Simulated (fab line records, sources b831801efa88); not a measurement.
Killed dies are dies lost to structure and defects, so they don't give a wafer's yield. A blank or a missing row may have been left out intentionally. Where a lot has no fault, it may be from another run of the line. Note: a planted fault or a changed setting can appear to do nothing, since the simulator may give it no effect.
fab line records	flow sky130
record lots=12	wafers=36	lastDay=49
route steps=708 shown NWELL@77 METAL1@436 VIA3@595 VIA4@640
lots that met no fault: taken from a fault-free run of the same line
startH: the number of hours between the record's first day and the start of the first shown wafer of the lot	waitH: hours since the lot's step before	" identical to the entry in the row above	L1.1+2: a row that stands for several wafers	- no value, or no start was given	* or withheld: withheld	< > ~ a bound
route shown NAME@n: names a module that has steps shown in the file, with the first one's number in the route	usual: mean/standard deviation taken from wafers without a fault	same: alike in all rows	chamber/n: place in a boat	sites: the reading at each site	_std_site: their standard deviation	_edge_site: outer sites' mean less inner sites'	radiusMm: for every site, how far away it sits from the centre of the wafer	mask NAME#n: copy n	behind: tool/chamber where the wafer was last shaped	hold: cause of the lot's hold/its duration in hours/its outcome	device: names the non-switching transistor (n, p or np)	end of line: the tests these same wafers got at the end of their route	where a step has no rows: the recipe by itself	killed: at the first sort, the dies lost to defects and structure; wafer yield is something else	map: shows each die of a wafer: x if killed, . if not, _ if none is there
set.NAME: the setting as run; set.NAME@STEP: as run at that earlier step	model.NAME: the simulator's own value behind a step, which no gauge read
a sample of lots followed through the steps of the route, with each step as a table and each wafer as a row
services: the hour from which a tool's chamber was out of use, counted from the record's first day as startH (under 0 if before that day), plus the number of hours and why
## steps
# step SKY_NWELL_IMPLANT_24
# recipe species=B	energyKev=140	doseCm2=9.2e+12	tiltDeg=withheld
# usual beamOnS=10.00/0.19	doseIonsCm2=9.202e+12/1e+10	endStationPressureTorr=5.05e-06/2.8e-07	faradayCurrentUA=51.9/0.99
lot.wafer	tool	chamber	startH	waitH	beamOnS	doseIonsCm2	endStationPressureTorr	faradayCurrentUA
L200.1	implanter-03	0	105.89	0.0	9.84	9.179e+12	4.6e-06	52.7
L200.2	"	0	"	"	10.06	9.199e+12	4.9e-06	51.2
L200.4	"	0	"	"	10.14	9.218e+12	5.47e-06	50.8
L201.2	implanter-02	0	115.18	0.0	9.65	9.206e+12	5.05e-06	53.5
L201.4	"	0	"	"	9.80	9.208e+12	4.82e-06	52.9
L201.6	"	0	"	"	10.28	9.202e+12	5.13e-06	50.4
L202.1	implanter-03	0	121.56	0.0	10.39	9.202e+12	4.84e-06	50.2
L202.4	"	0	"	"	9.83	9.179e+12	5.66e-06	52.7
L202.6	"	0	"	"	10.17	9.192e+12	4.99e-06	51.3
L204.1	implanter-02	0	136.98	0.0	10.06	9.2e+12	5.16e-06	51.4
L204.2	"	0	"	"	10.06	9.202e+12	4.94e-06	51.2
L204.6	"	0	"	"	9.93	9.205e+12	5.47e-06	52.3
L205.1	implanter-03	0	141.64	0.0	9.89	9.191e+12	4.64e-06	52.7
L205.2	"	0	"	"	9.88	9.195e+12	5.15e-06	52.4
L205.5	"	0	"	"	9.99	9.2e+12	4.76e-06	51.8
L206.1	implanter-02	0	148.11	0.0	10.05	9.183e+12	5.4e-06	51.4
L206.2	"	0	"	"	9.94	9.206e+12	5.13e-06	52.2
L206.5	"	0	"	"	9.94	9.189e+12	4.85e-06	52.5
L209.1	implanter-03	0	163.88	0.0	10.03	9.218e+12	5.02e-06	51.6
L209.4	"	0	"	"	9.93	9.203e+12	5.06e-06	52.1
L209.6	"	0	"	"	9.90	9.207e+12	5.16e-06	52.5
L210.1	implanter-01	0	172.59	0.0	10.22	9.193e+12	5.25e-06	50.5
L210.3	"	0	"	"	10.15	9.196e+12	4.69e-06	50.9
L210.5	"	0	"	"	9.80	9.193e+12	5.46e-06	53.0
L212.3	implanter-01	0	185.41	0.1	10.32	9.228e+12	5.36e-06	50.2
L212.4	"	0	"	"	9.91	9.213e+12	4.84e-06	52.3
L212.6	"	0	"	"	9.80	9.221e+12	5.06e-06	52.8
L215.1	implanter-01	0	199.84	0.0	10.16	4.172e+12	4.96e-06	23.3
L215.2	"	0	"	"	9.56	4.194e+12	5.04e-06	24.8
L215.3	"	0	"	"	9.91	4.186e+12	5.09e-06	23.8
L217.1	implanter-02	0	209.68	0.0	9.99	9.214e+12	5.5e-06	51.9
L217.3	"	0	"	"	9.46	9.205e+12	4.77e-06	54.9
L217.4	"	0	"	"	9.92	9.201e+12	4.85e-06	52.4
L218.1	implanter-01	0	219.18	0.0	10.08	4.182e+12	5.28e-06	23.5
L218.3	"	0	"	"	9.96	4.191e+12	4.93e-06	23.8
L218.6	"	0	"	"	10.02	4.172e+12	5.12e-06	23.5
# step SKY_NWELL_TW_MEAS_26
# usual NWELL_2_TW=500.3/2.5
lot.wafer	tool	chamber	startH	waitH	NWELL_2_TW
L200.1	filmMetro-02	-	106.14	0.1	502.8
L200.2	"	-	"	"	502.6
L200.4	"	-	"	"	504.0
L201.2	filmMetro-01	-	115.42	0.1	497.8
L201.4	"	-	"	"	496.2
L201.6	"	-	"	"	496.0
L202.1	filmMetro-02	-	121.81	0.1	499.6
L202.4	"	-	"	"	501.2
L202.6	"	-	"	"	499.9
L204.1	filmMetro-03	-	137.23	0.1	499.4
L204.2	"	-	"	"	502.2
L204.6	"	-	"	"	501.5
L205.1	filmMetro-03	-	141.89	0.1	501.8
L205.2	"	-	"	"	501.3
L205.5	"	-	"	"	503.0
L206.1	filmMetro-02	-	148.36	0.1	500.3
L206.2	"	-	"	"	501.7
L206.5	"	-	"	"	499.0
L209.1	filmMetro-01	-	164.13	0.1	496.8
L209.4	"	-	"	"	500.0
L209.6	"	-	"	"	499.9
L210.1	filmMetro-01	-	172.84	0.1	501.7
L210.3	"	-	"	"	501.6
L210.5	"	-	"	"	502.7
L212.3	filmMetro-02	-	185.63	0.1	500.1
L212.4	"	-	"	"	499.1
L212.6	"	-	"	"	501.7
L215.1	filmMetro-01	-	200.09	0.1	390.5
L215.2	"	-	"	"	390.5
L215.3	"	-	"	"	389.6
L217.1	filmMetro-02	-	209.93	0.1	499.2
L217.3	"	-	"	"	501.8
L217.4	"	-	"	"	500.8
L218.1	filmMetro-01	-	219.43	0.1	392.1
L218.3	"	-	"	"	393.1
L218.6	"	-	"	"	395.8
# step SKY_METAL1_SPUTTER_02
# recipe material=AlCu	targetThkNm=250	powerW=10600	timeS=13.3	chamberPressurePa=0.4
# usual throttleValvePct=30.0/1
lot.wafer	tool	chamber	startH	waitH	throttleValvePct
L200.1	pvdSputter-03	-	740.30	0.0	29.9
L200.2	"	-	"	"	29.1
L200.4	"	-	"	"	29.7
L201.2	pvdSputter-04	-	751.21	0.0	28.8
L201.4	"	-	"	"	31.5
L201.6	"	-	"	"	31.3
L202.1	pvdSputter-04	-	760.16	0.0	31.4
L202.4	"	-	"	"	29.5
L202.6	"	-	"	"	32.3
L204.1	pvdSputter-04	-	784.71	0.0	29.4
L204.2	"	-	"	"	32.4
L204.6	"	-	"	"	32.5
L205.1	pvdSputter-02	-	787.13	0.0	29.0
L205.2	"	-	"	"	29.1
L205.5	"	-	"	"	30.8
L206.1	pvdSputter-04	-	799.27	0.0	29.3
L206.2	"	-	"	"	32.4
L206.5	"	-	"	"	29.3
L209.1	pvdSputter-02	-	816.43	0.0	29.2
L209.4	"	-	"	"	29.5
L209.6	"	-	"	"	28.9
L210.1	pvdSputter-02	-	828.52	0.0	29.8
L210.3	"	-	"	"	28.9
L210.5	"	-	"	"	30.7
L212.3	pvdSputter-02	-	841.07	0.0	29.8
L212.4	"	-	"	"	29.2
L212.6	"	-	"	"	29.4
L215.1	pvdSputter-02	-	860.23	0.0	29.2
L215.2	"	-	"	"	29.8
L215.3	"	-	"	"	29.2
L217.1	pvdSputter-04	-	874.37	0.0	29.3
L217.3	"	-	"	"	28.9
L217.4	"	-	"	"	31.6
L218.1	pvdSputter-03	-	884.75	0.0	29.6
L218.3	"	-	"	"	29.7
L218.6	"	-	"	"	30.2
# step SKY_VIA3_RS_MEAS_22
# recipe thkMeasGauge=four-point-probe	reads=W_of_VIA3_CVD_21+TiN_of_VIA3_SPUTTER_20
# usual VIA3_W_RS=0.296/0.0041
lot.wafer	tool	chamber	startH	waitH	VIA3_W_RS[ohm/sq]
L200.1	filmMetro-04	-	932.93	0.1	0.299
L200.2	"	-	"	"	0.297
L200.4	"	-	"	"	0.295
L201.2	filmMetro-01	-	942.99	0.1	0.301
L201.4	"	-	"	"	0.298
L201.6	"	-	"	"	0.295
L202.1	filmMetro-01	-	951.33	0.1	0.302
L202.4	"	-	"	"	0.296
L202.6	"	-	"	"	0.302
L204.1	filmMetro-04	-	972.31	0.1	0.295
L204.2	"	-	"	"	0.294
L204.6	"	-	"	"	0.297
L205.1	filmMetro-04	-	974.48	0.1	0.294
L205.2	"	-	"	"	0.302
L205.5	"	-	"	"	0.304
L206.1	filmMetro-02	-	986.28	0.1	0.287
L206.2	"	-	"	"	0.294
L206.5	"	-	"	"	0.299
L209.1	filmMetro-04	-	1001.75	0.1	0.292
L209.4	"	-	"	"	0.299
L209.6	"	-	"	"	0.298
L210.1	filmMetro-01	-	1011.60	0.1	0.300
L210.3	"	-	"	"	0.299
L210.5	"	-	"	"	0.299
L212.3	filmMetro-01	-	1022.10	0.1	0.294
L212.4	"	-	"	"	0.291
L212.6	"	-	"	"	0.294
L215.1	filmMetro-02	-	1039.53	0.1	0.291
L215.2	"	-	"	"	0.299
L215.3	"	-	"	"	0.291
L217.1	filmMetro-02	-	1050.98	0.1	0.293
L217.3	"	-	"	"	0.294
L217.4	"	-	"	"	0.295
L218.1	filmMetro-02	-	1060.46	0.1	0.297
L218.3	"	-	"	"	0.295
L218.6	"	-	"	"	0.294
# step SKY_VIA4_THK_MEAS_01
# recipe reads=SiO2_of_VIA4_HDPCVD_00
# usual VIA4_HDPCVD_THK=1753/18
lot.wafer	tool	chamber	startH	waitH	VIA4_HDPCVD_THK[nm]
L200.1	filmMetro-04	-	983.46	0.2	1760
L200.2	"	-	"	"	1756
L200.4	"	-	"	"	1758
L201.2	filmMetro-04	-	993.46	0.1	1762
L201.4	"	-	"	"	1781
L201.6	"	-	"	"	1783
L202.1	filmMetro-03	-	1001.88	0.1	1732
L202.4	"	-	"	"	1744
L202.6	"	-	"	"	1742
L204.1	filmMetro-03	-	1022.70	0.1	1793
L204.2	"	-	"	"	1774
L204.6	"	-	"	"	1785
L205.1	filmMetro-03	-	1023.70	0.1	1769
L205.2	"	-	"	"	1750
L205.5	"	-	"	"	1743
L206.1	filmMetro-02	-	1034.50	0.1	1785
L206.2	"	-	"	"	1772
L206.5	"	-	"	"	1781
L209.1	filmMetro-03	-	1048.77	0.1	1735
L209.4	"	-	"	"	1762
L209.6	"	-	"	"	1739
L210.1	filmMetro-03	-	1058.79	0.1	1708
L210.3	"	-	"	"	1739
L210.5	"	-	"	"	1748
L212.3	filmMetro-03	-	1068.02	0.1	1745
L212.4	"	-	"	"	1728
L212.6	"	-	"	"	1745
L215.1	filmMetro-02	-	1084.95	0.1	1764
L215.2	"	-	"	"	1755
L215.3	"	-	"	"	1744
L217.1	filmMetro-03	-	1095.20	0.2	1739
L217.3	"	-	"	"	1774
L217.4	"	-	"	"	1773
L218.1	filmMetro-03	-	1104.36	0.1	1768
L218.3	"	-	"	"	1768
L218.6	"	-	"	"	1771
## services
tool	chamber	startH	hours	kind
pvdSputter-04	-	96.12	0.8	repair
pvdSputter-02	-	152.65	12.4	repair
implanter-01	-	155.54	2.8	pm
implanter-01	-	167.29	1.4	repair
implanter-02	-	180.48	1.3	repair
implanter-01	-	180.88	3.0	pm
pvdSputter-02	-	183.47	1.4	repair
implanter-01	-	188.52	3.2	repair
implanter-02	-	191.77	2.1	repair
implanter-03	-	204.42	4.5	repair
implanter-03	-	247.90	4.8	pm
pvdSputter-04	-	270.50	0.5	repair
implanter-02	-	284.10	2.6	pm
pvdSputter-04	-	304.26	5.2	repair
implanter-02	-	378.48	41.1	pm
implanter-03	-	409.43	3.8	pm
implanter-03	-	420.38	1.3	repair
pvdSputter-04	-	439.73	0.9	repair
pvdSputter-02	-	445.33	7.4	repair
pvdSputter-04	-	611.71	0.8	repair
pvdSputter-02	-	726.87	1.1	repair
pvdSputter-02	-	769.38	2.1	repair
pvdSputter-04	-	834.45	0.6	repair
pvdSputter-04	-	837.07	1.5	repair
## key
firstSign step=SKY_NWELL_IMPLANT_24	reading=doseIonsCm2	direction=down	sigmas=99+	usual=*	struck=*
effect step=SKY_NWELL_IMPLANT_24	reading=faradayCurrentUA	direction=down	sigmas=28	usual=51.9	struck=23.8
effect step=SKY_NWELL_TW_MEAS_26	reading=NWELL_2_TW	direction=down	sigmas=43	usual=500.3	struck=391.9
metAt SKY_NWELL_IMPLANT_24
struckLots L215,L218
testerLeftOut L215,L218
notActingAt SKY_METAL1_SPUTTER_02,SKY_VIA3_RS_MEAS_22,SKY_VIA4_THK_MEAS_01
onsetBetween 185.41 199.84
fault kind=processParameterDrift	tool=implanter-01	chamber=-	onsetH=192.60	steps=SKY_NWELL_IMPLANT_24	channel=doseCm2	offset=*	shape=step	endH=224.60	actsIn=*	stated=*
# testerLeftOut: of these lots the tester's yield and bins aren't shown, on N5 and GAA mostly nor the transistor test; their killed dies are dies lost to structure and defects alone, not to doping, threshold or leakage, so they don't give the yield
